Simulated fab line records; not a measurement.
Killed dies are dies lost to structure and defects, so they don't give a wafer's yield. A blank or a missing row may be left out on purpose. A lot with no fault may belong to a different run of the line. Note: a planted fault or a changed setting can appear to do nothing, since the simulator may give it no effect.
Which tool is to blame? / flow sky130 / 13 lots, 39 wafers sampled, at 4 steps of a route of 708

== WHAT THE GAUGES READ, wafer by wafer ==
SKY_FIELD_ISO_THK_MEAS_25. Usual: FIELD_ISO_CVD_24_THK typically reads 593 nm, with standard deviation 6.7.
lot=L167; measured=day 2 07:50; on=film_metro-03; FIELD_ISO_CVD_24_THK (nm)=595 596 580; flag=
lot=L168; measured=day 2 14:47; on=film_metro-03; FIELD_ISO_CVD_24_THK (nm)=599 594 604; flag=
lot=L169; measured=day 2 17:55; on=film_metro-01; FIELD_ISO_CVD_24_THK (nm)=591 588 580; flag=
lot=L170; measured=day 2 21:46; on=film_metro-01; FIELD_ISO_CVD_24_THK (nm)=588 590 596; flag=
lot=L174; measured=day 4 01:38; on=film_metro-03; FIELD_ISO_CVD_24_THK (nm)=592 596 589; flag=
lot=L179; measured=day 4 23:45; on=film_metro-03; FIELD_ISO_CVD_24_THK (nm)=599 595 599; flag=
lot=L181; measured=day 5 08:24; on=film_metro-03; FIELD_ISO_CVD_24_THK (nm)=587 589 590; flag=
lot=L182; measured=day 5 13:04; on=film_metro-01; FIELD_ISO_CVD_24_THK (nm)=580 575 586; flag=
lot=L184; measured=day 6 00:11; on=film_metro-03; FIELD_ISO_CVD_24_THK (nm)=593 598 599; flag=
lot=L185; measured=day 6 06:22; on=film_metro-03; FIELD_ISO_CVD_24_THK (nm)=597 594 596; flag=
lot=L187; measured=day 6 14:56; on=film_metro-01; FIELD_ISO_CVD_24_THK (nm)=601 606 601; flag=
lot=L188; measured=day 6 21:43; on=film_metro-02; FIELD_ISO_CVD_24_THK (nm)=585 590 583; flag=
lot=L189; measured=day 7 02:36; on=film_metro-02; FIELD_ISO_CVD_24_THK (nm)=592 606 599; flag=

SKY_CONTACT_CD_MEAS_14: target cd 170 nm. Usual: 170.4 nm for cd_nm, sd 1.6.
lot=L167; measured=day 31 13:04; on=cd_sem-02; cd_nm (nm)=168.6 168.4 169.5; flag=
lot=L168; measured=day 31 20:28; on=cd_sem-02; cd_nm (nm)=169.8 171.6 170.8; flag=
lot=L169; measured=day 31 20:57; on=cd_sem-02; cd_nm (nm)=173.1 171.4 173.4; flag=
lot=L170; measured=day 32 11:37; on=cd_sem-01; cd_nm (nm)=171.2 172.2 171.4; flag=
lot=L174; measured=day 34 06:56; on=cd_sem-02; cd_nm (nm)=171.9 171.7 172.1; flag=
lot=L179; measured=day 35 15:28; on=cd_sem-01; cd_nm (nm)=165.3 168.8 168.3; flag=
lot=L181; measured=day 36 02:32; on=cd_sem-02; cd_nm (nm)=168.8 170.6 168.4; flag=
lot=L182; measured=day 36 09:47; on=cd_sem-01; cd_nm (nm)=169.7 171.7 170.9; flag=
lot=L184; measured=day 37 01:07; on=cd_sem-01; cd_nm (nm)=170.1 169.1 169.5; flag=
lot=L185; measured=day 37 10:52; on=cd_sem-01; cd_nm (nm)=169.9 169.1 169.5; flag=
lot=L187; measured=day 38 00:20; on=cd_sem-02; cd_nm (nm)=170.0 170.1 169.1; flag=
lot=L188; measured=day 38 19:20; on=cd_sem-01; cd_nm (nm)=168.6 169.1 170.0; flag=
lot=L189; measured=day 38 20:30; on=cd_sem-01; cd_nm (nm)=166.4 169.4 167.2; flag=

== TOOL THAT RAN EACH LOT (tool first, then ch and the chambers of the sampled wafers, then the start) ==
lot=L167; SKY_POLY_GATE_ETCH_15=rie_diel-01 ch 0,1,2, day 16 08:16; SKY_LI_CONTACT_CVD_21=cvd_w-02 ch 0,1, day 29 02:37
lot=L168; SKY_POLY_GATE_ETCH_15=rie_diel-04 ch 0,1,2, day 16 18:26; SKY_LI_CONTACT_CVD_21=cvd_w-01 ch 0,1, day 29 10:31
lot=L169; SKY_POLY_GATE_ETCH_15=rie_diel-01 ch 2,3, day 16 19:16; SKY_LI_CONTACT_CVD_21=cvd_w-02 ch 1, day 29 10:52
lot=L170; SKY_POLY_GATE_ETCH_15=rie_diel-04 ch 0,1,3, day 17 09:12; SKY_LI_CONTACT_CVD_21=cvd_w-01 ch 1, day 30 01:43
lot=L174; SKY_POLY_GATE_ETCH_15=rie_diel-01 ch 0,3, day 19 10:50; SKY_LI_CONTACT_CVD_21=cvd_w-01 ch 0,1, day 31 23:05
lot=L179; SKY_POLY_GATE_ETCH_15=rie_diel-01 ch 0,1,2, day 21 00:04; SKY_LI_CONTACT_CVD_21=cvd_w-02 ch 0,1, day 33 09:06
lot=L181; SKY_POLY_GATE_ETCH_15=rie_diel-03 ch 1,2,3, day 21 10:17; SKY_LI_CONTACT_CVD_21=cvd_w-02 ch 0,1, day 33 19:15
lot=L182; SKY_POLY_GATE_ETCH_15=rie_diel-03 ch 1,2, day 21 19:48; SKY_LI_CONTACT_CVD_21=cvd_w-01 ch 0,1, day 34 02:15
lot=L184; SKY_POLY_GATE_ETCH_15=rie_diel-03 ch 0,2, day 22 14:07; SKY_LI_CONTACT_CVD_21=cvd_w-01 ch 0,1, day 34 18:09
lot=L185; SKY_POLY_GATE_ETCH_15=rie_diel-03 ch 1,2,3, day 23 00:14; SKY_LI_CONTACT_CVD_21=cvd_w-01 ch 0,1, day 35 04:29
lot=L187; SKY_POLY_GATE_ETCH_15=rie_diel-04 ch 1,2,3, day 23 12:07; SKY_LI_CONTACT_CVD_21=cvd_w-02 ch 0,1, day 35 17:05
lot=L188; SKY_POLY_GATE_ETCH_15=rie_diel-04 ch 0,1,2, day 24 15:28; SKY_LI_CONTACT_CVD_21=cvd_w-01 ch 0, day 36 14:03
lot=L189; SKY_POLY_GATE_ETCH_15=rie_diel-01 ch 0,1,2, day 24 16:54; SKY_LI_CONTACT_CVD_21=cvd_w-02 ch 0,1, day 36 14:22
- SKY_POLY_GATE_ETCH_15: etches BARC in N2/H2, stops on SiO2, time 118.5 s, target depth 110 nm.
- SKY_LI_CONTACT_CVD_21: deposits W, target thk 400 nm, time 120.56 s.

== WHAT THE TOOLS THEMSELVES READ (means of the sampled wafers that have a number; where no wafer has one, the mark that the record gives instead) ==
SKY_POLY_GATE_ETCH_15. Usual: bias_w 99.9 W, standard deviation 0.31; drypump_motor_current_A 5.7 A, standard deviation 0.48; oes_product_au 0.717 a.u., standard deviation 0.0047; throttle_valve_pct 13.213 %, standard deviation 0.0097.
lot=L167; tool=rie_diel-01; bias_w (W)=99.9; drypump_motor_current_A (A)=5.4; oes_product_au (a.u.)=0.720; throttle_valve_pct (%)=13.213; flag=
lot=L168; tool=rie_diel-04; bias_w (W)=99.8; drypump_motor_current_A (A)=5.6; oes_product_au (a.u.)=0.715; throttle_valve_pct (%)=13.224; flag=
lot=L169; tool=rie_diel-01; bias_w (W)=99.7; drypump_motor_current_A (A)=5.5; oes_product_au (a.u.)=0.719; throttle_valve_pct (%)=13.213; flag=
lot=L170; tool=rie_diel-04; bias_w (W)=99.8; drypump_motor_current_A (A)=5.3; oes_product_au (a.u.)=0.716; throttle_valve_pct (%)=13.207; flag=
lot=L174; tool=rie_diel-01; bias_w (W)=73.8; drypump_motor_current_A (A)=5.6; oes_product_au (a.u.)=0.720; throttle_valve_pct (%)=13.217; flag=OFF
lot=L179; tool=rie_diel-01; bias_w (W)=74.2; drypump_motor_current_A (A)=5.4; oes_product_au (a.u.)=0.715; throttle_valve_pct (%)=13.208; flag=OFF
lot=L181; tool=rie_diel-03; bias_w (W)=99.5; drypump_motor_current_A (A)=6.2; oes_product_au (a.u.)=0.719; throttle_valve_pct (%)=13.210; flag=
lot=L182; tool=rie_diel-03; bias_w (W)=100.2; drypump_motor_current_A (A)=6.4; oes_product_au (a.u.)=0.721; throttle_valve_pct (%)=13.222; flag=
lot=L184; tool=rie_diel-03; bias_w (W)=99.9; drypump_motor_current_A (A)=6.2; oes_product_au (a.u.)=0.722; throttle_valve_pct (%)=13.227; flag=
lot=L185; tool=rie_diel-03; bias_w (W)=99.7; drypump_motor_current_A (A)=6.1; oes_product_au (a.u.)=0.715; throttle_valve_pct (%)=13.220; flag=
lot=L187; tool=rie_diel-04; bias_w (W)=100.1; drypump_motor_current_A (A)=5.5; oes_product_au (a.u.)=0.714; throttle_valve_pct (%)=13.213; flag=
lot=L188; tool=rie_diel-04; bias_w (W)=100.1; drypump_motor_current_A (A)=5.6; oes_product_au (a.u.)=0.715; throttle_valve_pct (%)=13.208; flag=
lot=L189; tool=rie_diel-01; bias_w (W)=99.9; drypump_motor_current_A (A)=5.4; oes_product_au (a.u.)=0.719; throttle_valve_pct (%)=13.203; flag=

SKY_LI_CONTACT_CVD_21. Usual: 889 W for heater_power_w, sd 86.
lot=L167; tool=cvd_w-02; heater_power_w (W)=976; flag=
lot=L168; tool=cvd_w-01; heater_power_w (W)=846; flag=
lot=L169; tool=cvd_w-02; heater_power_w (W)=867; flag=
lot=L170; tool=cvd_w-01; heater_power_w (W)=868; flag=
lot=L174; tool=cvd_w-01; heater_power_w (W)=824; flag=
lot=L179; tool=cvd_w-02; heater_power_w (W)=924; flag=
lot=L181; tool=cvd_w-02; heater_power_w (W)=971; flag=
lot=L182; tool=cvd_w-01; heater_power_w (W)=844; flag=
lot=L184; tool=cvd_w-01; heater_power_w (W)=836; flag=
lot=L185; tool=cvd_w-01; heater_power_w (W)=842; flag=
lot=L187; tool=cvd_w-02; heater_power_w (W)=991; flag=
lot=L188; tool=cvd_w-01; heater_power_w (W)=803; flag=
lot=L189; tool=cvd_w-02; heater_power_w (W)=980; flag=

== THE ANSWER, worked out from the rows above alone ==
Rule: a lot counts as off when the mean over its wafers that have a number is more than 3 standard deviations away from the usual mean. A lot without any number at a reading at which 4 lots or more have one is off too. Where the step has rows for the other lots, those lots are counted as sound. First the gauges in route order, then the tools' own readings, where a lot's mean is used as printed above. At the first step where some lot is off, the reading lying furthest off is the one used; lots without a number count as furthest.
Off, at SKY_POLY_GATE_ETCH_15 on bias_w: L174, L179.
If a tool, at that step or one of the process steps before it, ran each lot that is off and ran no sound lot following the first of them, it fits. None of those tried fits.

== WHAT THE SIMULATOR HAD PUT IN ==
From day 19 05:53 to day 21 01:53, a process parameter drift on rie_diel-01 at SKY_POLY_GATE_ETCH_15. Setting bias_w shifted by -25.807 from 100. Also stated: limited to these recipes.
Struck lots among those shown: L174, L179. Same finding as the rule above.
